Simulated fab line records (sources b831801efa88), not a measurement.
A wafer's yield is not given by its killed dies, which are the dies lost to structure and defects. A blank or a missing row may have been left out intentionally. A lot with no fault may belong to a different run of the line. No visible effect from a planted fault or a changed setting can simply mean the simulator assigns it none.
Struck lot and sound lot, side by side | flow sky130 | 43 out of 708 route steps
Sound: these wafers, L188.1, L188.2, L188.4. Struck: wafer L196.1 (left out: L196.2, L196.3 of the same lot, which were not struck); the cause appears at the end.
Per side, at each step with rows, come the tool, then ch with its chambers, and then its first start. Under that, the readings that differ: sound wafers | struck wafers | difference of the means | sigmas: that difference in standard deviations of wafers without a fault.
alike: readings whose means differ by less than 2 such deviations, and words and numbers that are the same on both sides. not compared: withheld readings, readings that some wafer has no value for, bounds like >300 that may hide the same value, and numbers for which the record gives no deviation and whose values overlap.
The two part at a step that has a row with sigmas, a row that says differs or no value, or rows on one side only. Numbers that don't overlap but have no deviation are shown without sigmas and don't part them. A reading that every wafer of one side lacks parts them only if that side has two wafers or more.

SKY_CONTACT_STRIP_19: strips in O2/N2.
  sound on plasma asher-02 ch 0,1, day 33 11:43; struck on plasma asher-01 ch 1, day 35 23:46
  alike: drypump motor current A, n2 flow sccm, oes product au, strip time to endpoint s
  not compared: rf hours counter h
then, 4 steps without rows for these wafers: SKY_CONTACT_STRIP_20 (strips in post etch residue remover, time 1200 s); SKY_CONTACT_CLEAN_21 (cleans in IPA, time 180 s); SKY_CONTACT_CLEAN_22 (cleans in O3/DIW); SKY_CONTACT_SPUTTER_23 (material TiN, target thk 20 nm, time 78.68 s).
SKY_CONTACT_CVD_24: deposits W, target thk 340 nm, time 102.12 s.
  sound on cvd w-02 ch 0,1, day 33 12:23; struck on cvd w-02 ch 0, day 36 00:27
  alike: heater power w
SKY_CONTACT_RS_MEAS_25: measures by four-point-probe.
  sound: film metro-04 at day 33 12:29; struck: film metro-04 at day 36 00:34
  alike: CONTACT_W_RS
SKY_CONTACT_THK_MEAS_26: measures by xrf.
  sound: film metro-04 at day 33 12:37; struck: film metro-04 at day 36 00:41
  alike: CONTACT_W_THK
then, 1 step without rows for these wafers: SKY_CONTACT_CMP_27 (polishes, stops on SiO2, t overpolish 15 s, target thk 0 nm).
SKY_METAL1_SPUTTER_00: material Ti, target thk 15 nm, time 10 s.
  sound: pvd sputter-03 at day 33 12:58; struck: pvd sputter-04 at day 36 01:02
  reading                | sound                | struck | difference | sigmas
  cathode dc power W (W) | 3000.1 3000.1 2999.2 | 3001.5 | +1.7       | +3
  alike: throttle valve pct
SKY_METAL1_SPUTTER_01: material TiN, target thk 20 nm, time 16.7 s.
  sound: pvd sputter-03 at day 33 12:59; struck: pvd sputter-04 at day 36 01:04
  alike: cathode dc power W, throttle valve pct
then, 1 step without rows for these wafers: SKY_METAL1_SPUTTER_02 (material AlCu, target thk 250 nm, time 13.3 s).
SKY_METAL1_SPUTTER_03: material Ti, target thk 5 nm, time 3.3 s.
  sound: pvd sputter-03 at day 33 13:02; struck: pvd sputter-04 at day 36 01:07
  alike: cathode dc power W, throttle valve pct
then, 1 step without rows for these wafers: SKY_METAL1_SPUTTER_04 (material TiN, target thk 70 nm, time 58.3 s).
SKY_METAL1_RS_MEAS_05: measures by four-point-probe.
  sound: film metro-02 at day 33 13:07; struck: film metro-02 at day 36 01:11
  alike: METAL1_ALCU_RS
SKY_METAL1_THK_MEAS_06: measures by xrf.
  sound: film metro-02 at day 33 13:14; struck: film metro-02 at day 36 01:18
  alike: METAL1_ALCU_THK
then, 8 steps without rows for these wafers: SKY_METAL1_DEHYDRATE_07 (time 60 s); SKY_METAL1_HMDS_08 (prime time 60 s); SKY_METAL1_COAT_09 (resist thk 60 nm); SKY_METAL1_COAT_10 (resist thk 450 nm); SKY_METAL1_SOFTBAKE_11 (time 90 s); SKY_METAL1_EXPOSE_12 (exposes mask MM1, target cd 140 nm); SKY_METAL1_PEB_13; SKY_METAL1_DEVELOP_14 (develop time 60 s).
SKY_METAL1_CD_MEAS_15: the cd target is 140 nm.
  sound: cd sem-02 at day 34 16:35; struck: cd sem-02 at day 37 03:04
  alike: cd nm
SKY_METAL1_OVL_MEAS_16:
  sound: overlay-01 at day 34 16:42; struck: overlay-01 at day 37 03:11
  alike: METAL1_OVL
SKY_METAL1_DESCUM_17: chemistry O2, time 8 s.
  sound on rie metal-04 ch 0,1, day 34 16:44; struck on rie metal-04 ch 1, day 37 03:13
  alike: drypump motor current A, oes product au
  not compared: rf hours counter h
then, 7 steps without rows for these wafers: SKY_METAL1_ETCH_18 (etches BARC in N2/H2, stops on SiO2, time 44.24 s, target depth 60 nm); SKY_METAL1_METAL_ETCH_19 (etches the open film in Cl2/BCl3, stops on SiO2, target depth 360 nm, time 78 s); SKY_METAL1_STRIP_20 (strips in O2/N2); SKY_METAL1_STRIP_21 (strips in post etch residue remover, time 1200 s); SKY_METAL1_CLEAN_22 (cleans in IPA, time 180 s); SKY_METAL1_CLEAN_23 (cleans in O3/DIW); SKY_VIA1_HDPCVD_00 (deposits SiO2, target thk 1030 nm, time 171.7 s).
SKY_VIA1_THK_MEAS_01:
  sound: film metro-03 at day 34 17:38; struck: film metro-02 at day 37 04:10
  alike: VIA1_HDPCVD_THK
then, 1 step without rows for these wafers: SKY_VIA1_CMP_02 (polishes SiO2).
SKY_VIA1_BOW_MEAS_03:
  sound: film metro-01 at day 34 18:00; struck: film metro-03 at day 37 04:32
  alike: VIA1_BOW
then, 5 steps without rows for these wafers: SKY_VIA1_DEHYDRATE_04 (time 60 s); SKY_VIA1_HMDS_05 (prime time 60 s); SKY_VIA1_COAT_06 (resist thk 60 nm); SKY_VIA1_COAT_07 (resist thk 450 nm); SKY_VIA1_SOFTBAKE_08 (time 90 s).
-- the record jumps here: 12 days lie between the struck wafers' starts before and after (it left off in module VIA1 and takes up again in module PAD_OPEN, whose first step shown is number 708 of the route) --
SKY_PAD_OPEN_PROBE_99:
  sound: prober-02 at day 47 06:20; struck: prober-02 at day 49 02:51
  reading                               | sound             | struck                   | difference                   | sigmas
  hold                                  | - - -             | await dispo/2.4h/release | no value on the sound wafers |
  defect limited yield (%)              | 82.5 80.1 82.1    | 76.4                     | -5.2                         | -3
  killed_at_M0_to_M3                    | 41 55 52          | 77                       | +28                          | +4
  killed dies                           | 86 98 88          | 116                      | +25                          | +3
  sort_bin_3_pad_short (%)              | 0.8 0.8 0         | 2.0                      | +1.5                         | +4
  sort_bin_5_function (%)               | 10.2 11.8 10.4    | 16.9                     | +6.1                         | +4
  sort_bin_6_memory (%)                 | 6.5 7.3 7.5       | 4.7                      | -2.4                         | -2
  sort n pass                           | 406 394 404       | 376                      | -25                          | -3
  sort yield pct (%)                    | 82.5 80.1 82.1    | 76.4                     | -5.2                         | -3
  model.etest.tester.sort n pass        | 406 394 404       | 376                      | -25                          |
  model.etest.tester.sort yield pct (%) | 82.52 80.08 82.11 | 76.42                    | -5.15                        |
  model.etest.tester.sort_bin_5_pct (%) | 10.16 11.79 10.37 | 16.87                    | +6.10                        |
  model.etest.tester.sort_bin_3_pct (%) | 0.813 0.813 0     | 2.033                    | +1.491                       |
  alike: killed_at_M4_up, killed at contacts, killed at front end, killed at other, killed open, killed short

## WHERE THEY PART
Last at SKY_PAD_OPEN_PROBE_99 as far as this record goes, first at SKY_METAL1_SPUTTER_00.

WHY: the cause the simulator had injected
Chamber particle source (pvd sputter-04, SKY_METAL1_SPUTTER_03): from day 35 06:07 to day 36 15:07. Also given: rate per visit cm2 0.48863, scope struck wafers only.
